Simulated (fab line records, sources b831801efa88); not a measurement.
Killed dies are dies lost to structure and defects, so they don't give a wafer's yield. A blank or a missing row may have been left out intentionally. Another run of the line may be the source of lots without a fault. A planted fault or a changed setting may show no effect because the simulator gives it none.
Shared-tool check	flow gf180mcu	Sampled: 11 lots, 33 wafers

REASON FOR OPENING
GF_NSD_TW_MEAS_12, reading NSD_TW: flagged on 1 of 11 lots. Fault-free wafers read 4236, with a standard deviation of 33.
Rule: a lot is flagged when every wafer of it that has a number lies more than 4 standard deviations from that mean, or none has a number. As for the other lots, they are considered sound.

lot	measured	on	NSD_TW, wafer by wafer	flag
L709	day 13 09:52	film-metro-02	4249 4271 4264	
L710	day 14 07:32	film-metro-03	4262 4258 4260	
L711	day 14 11:34	film-metro-03	4258 4244 4230	
L715	day 15 04:59	film-metro-03	4215 4223 4223	
L719	day 16 10:31	film-metro-04	4190 4193 4198	
L721	day 17 05:36	film-metro-03	30 30 30	FLAGGED
L724	day 18 06:53	film-metro-03	4209 4194 4204	
L725	day 18 16:26	film-metro-02	4281 4278 4273	
L726	day 19 00:08	film-metro-02	4284 4265 4301	
L727	day 19 14:26	film-metro-03	4240 4223 4234	
L732	day 21 03:29	film-metro-02	4266 4246 4297	
Flagged lots average 30: -4206 relative to the usual, that is -99 or more standard deviations.

EACH LOT AND THE TOOL IT RAN ON
The record keeps 1 process step preceding the reading, out of 602 steps on the route. In each cell: the tool, then ch and the chambers that the sampled wafers went through, then the start.
lot	flag	GF_NSD_EXPOSE_04
L709		iline-stepper-01 ch 0, day 12 23:24
L710		iline-stepper-02 ch 0, day 13 20:47
L711		iline-stepper-02 ch 0, day 14 00:38
L715		iline-stepper-02 ch 0, day 14 17:53
L719		iline-stepper-01 ch 0, day 15 23:05
L721	FLAGGED	iline-stepper-02 ch 0, day 16 17:44
L724		iline-stepper-02 ch 0, day 17 19:14
L725		iline-stepper-02 ch 0, day 18 04:07
L726		iline-stepper-02 ch 0, day 18 11:39
L727		iline-stepper-01 ch 0, day 19 01:56
L732		iline-stepper-01 ch 0, day 20 15:05
What the steps here do:
- GF_NSD_EXPOSE_04: exposes mask Nplus, target cd 400 nm.
- GF_NSD_TW_MEAS_12

FLAGGED AGAINST TOTAL, ONE TOOL AT A TIME (gauges that did the reading follow at the end)
step	tool	lots run	flagged	share of the flagged lots	sound lots run after its first flagged lot
GF_NSD_EXPOSE_04	iline-stepper-01	4	0	none	-
GF_NSD_EXPOSE_04	iline-stepper-02	7	1	all	3 (L724,L725,L726)
GF_NSD_TW_MEAS_12	film-metro-02	4	0	none	-
GF_NSD_TW_MEAS_12	film-metro-03	6	1	all	2 (L724,L727)
GF_NSD_TW_MEAS_12	film-metro-04	1	0	none	-

THE TABLE: WHAT IT ALLOWS
In 2 table rows, all flagged lots were run: iline-stepper-02 (GF_NSD_EXPOSE_04), film-metro-03 (GF_NSD_TW_MEAS_12).
- iline-stepper-02 at GF_NSD_EXPOSE_04: 1 of its 7 lots flagged. Sound lots followed the first flagged one (L724, L725, L726) on it, something a lasting fault affecting the whole tool could not allow.
- film-metro-03 at GF_NSD_TW_MEAS_12: 1 of its 6 lots flagged. Sound lots followed the first flagged one (L724, L727) on it, something a lasting fault affecting the whole tool could not allow.
None of the table's rows ran every flagged lot and, after the first, no sound lot.

WHAT THE SIMULATOR PUT IN
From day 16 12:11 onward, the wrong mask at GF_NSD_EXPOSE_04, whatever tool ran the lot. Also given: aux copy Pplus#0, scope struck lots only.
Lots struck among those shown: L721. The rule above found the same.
